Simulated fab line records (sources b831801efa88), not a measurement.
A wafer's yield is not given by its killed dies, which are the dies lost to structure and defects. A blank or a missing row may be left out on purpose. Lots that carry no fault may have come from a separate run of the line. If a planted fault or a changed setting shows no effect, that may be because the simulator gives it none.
A lot that was struck, set against a sound lot || flow sky130 || 35 steps out of a route of 708
Sound: the wafers L792.1, L792.2, L792.4. Wafers struck: L788.1, L788.3, L788.6. The cause is given at the end.
Per side, at each step with rows, come the tool, then ch with its chambers, and then its first start. Under that, the readings that differ: sound wafers || struck wafers || difference of the means || sigmas: that difference in standard deviations of wafers without a fault.
alike: words and numbers the same on both sides, and readings whose means are apart by under 2 such deviations; not compared: readings that were withheld, readings missing a value for some wafer, numbers with overlapping values and no deviation given by the record, and bounds like >300 which may hide the same value.
Wherever a step has rows on one side only, a row that says differs or no value, or a row with sigmas, the two part there. Numbers that have no deviation but don't overlap get no sigmas and don't part them. A reading missing from all wafers of one side parts the sides only when that side holds two or more wafers.

first, 10 steps without rows for these wafers: SKY_VIA3_HMDS_05 (prime time 60 s); SKY_VIA3_COAT_06 (resist thk 60 nm); SKY_VIA3_COAT_07 (resist thk 450 nm); SKY_VIA3_SOFTBAKE_08 (time 90 s); SKY_VIA3_EXPOSE_09 (exposes mask VIM3, target cd 200 nm); SKY_VIA3_PEB_10; SKY_VIA3_DEVELOP_11 (develop time 60 s); SKY_VIA3_ETCH_14 (etches BARC in N2/H2, stops on SiO2, time 45.9 s, target depth 60 nm); SKY_VIA3_ETCH_15 (etches SiO2 in C4F8/O2/Ar, stops on TiN, target depth 507 nm, time 78 s); SKY_VIA3_STRIP_16 (strips in O2/N2).
SKY_VIA3_STRIP_17: strips in post etch residue remover, time 1200 s.
  sound on wet-bench-02 ch 2, day 45 08:35; struck on wet-bench-03 ch 3, day 44 04:02
  alike: bath-heat-duty-pct
then, 23 steps without rows for these wafers: SKY_VIA3_CLEAN_18 (cleans in IPA, time 180 s); SKY_VIA3_CLEAN_19 (cleans in O3/DIW); SKY_VIA3_SPUTTER_20 (material TiN, target thk 20 nm, time 80 s); SKY_VIA3_CVD_21 (deposits W, target thk 390 nm, time 117.31 s); SKY_VIA3_CMP_24 (polishes, stops on SiO2, t overpolish 20 s, target thk 0 nm); SKY_METAL4_SPUTTER_00 (material Ti, target thk 15 nm, time 10 s); SKY_METAL4_SPUTTER_01 (material TiN, target thk 20 nm, time 16.7 s); SKY_METAL4_SPUTTER_02 (material AlCu, target thk 735 nm, time 39.1 s); SKY_METAL4_SPUTTER_03 (material Ti, target thk 5 nm, time 3.3 s); SKY_METAL4_SPUTTER_04 (material TiN, target thk 70 nm, time 58.3 s); SKY_CAP2M_CVD_00 (deposits SiO2, target thk 15.5 nm); SKY_CAP2M_SPUTTER_02 (material TiN, target thk 200 nm, time 166.7 s); SKY_CAP2M_DEHYDRATE_05 (time 60 s); SKY_CAP2M_HMDS_06 (prime time 60 s); SKY_CAP2M_COAT_07 (resist thk 1140 nm); SKY_CAP2M_SOFTBAKE_08 (time 60 s); SKY_CAP2M_EXPOSE_09 (exposes mask CAP2M, target cd 1000 nm); SKY_CAP2M_PEB_10; SKY_CAP2M_DEVELOP_11 (develop time 60 s); SKY_CAP2M_METAL_ETCH_13 (etches TiN in Cl2/BCl3, stops on SiO2, target depth 220 nm, time 62.9 s); SKY_CAP2M_STRIP_14 (strips in O2/N2); SKY_CAP2M_STRIP_15 (strips in post etch residue remover, time 1200 s); SKY_CAP2M_CLEAN_16 (cleans in IPA, time 180 s).
-- the record jumps here: 5 days lie between the struck wafers' starts before and after (it left off in module CAP2M and takes up again in module PAD_OPEN, whose first step shown is number 708 of the route) --
SKY_PAD_OPEN_PROBE_99:
  sound on prober-01, day 50 10:20; struck on prober-01, day 49 11:07
{"reading": "hold", "sound": "- - -", "struck": "await-dispo/3.2h/release await-dispo/3.2h/release await-dispo/3.2h/release", "difference": "no value on the sound wafers", "sigmas": ""}
{"reading": "defect-limited-yield (%)", "sound": "82.7 81.9 81.7", "struck": "75.6 76.8 79.5", "difference": -4.8, "sigmas": -3}
{"reading": "killed_at_M0_to_M3", "sound": "46 44 42", "struck": "86 74 74", "difference": "+34", "sigmas": "+5"}
{"reading": "killed-at-contacts", "sound": "27 28 30", "struck": "20 17 14", "difference": -11, "sigmas": -2}
{"reading": "killed-dies", "sound": "85 89 90", "struck": "120 114 101", "difference": "+24", "sigmas": "+3"}
{"reading": "sort_bin_5_function (%)", "sound": "10.0 9.6 9.8", "struck": "16.1 13.6 14.6", "difference": "+5.0", "sigmas": "+3"}
{"reading": "sort-n-pass", "sound": "407 403 402", "struck": "372 378 391", "difference": -24, "sigmas": -3}
{"reading": "sort-yield-pct (%)", "sound": "82.7 81.9 81.7", "struck": "75.6 76.8 79.5", "difference": -4.8, "sigmas": -3}
{"reading": "model.etest.tester.sort-n-pass", "sound": "407 403 402", "struck": "372 378 391", "difference": -24, "sigmas": ""}
{"reading": "model.etest.tester.sort-yield-pct (%)", "sound": "82.72 81.91 81.71", "struck": "75.61 76.83 79.47", "difference": -4.81, "sigmas": ""}
{"reading": "model.etest.tester.sort_bin_5_pct (%)", "sound": "9.959 9.553 9.756", "struck": "16.06 13.62 14.63", "difference": "+5.01", "sigmas": ""}
  alike: killed_at_M4_up, killed-at-front-end, killed-at-other, killed-open, killed-short, sort_bin_3_pad_short, sort_bin_6_memory
  not compared: model.etest.tester.sort_bin_3_pct

== WHERE THEY PART ==
SKY_PAD_OPEN_PROBE_99 only, going by this record.

WHY: whatever the simulator had introduced
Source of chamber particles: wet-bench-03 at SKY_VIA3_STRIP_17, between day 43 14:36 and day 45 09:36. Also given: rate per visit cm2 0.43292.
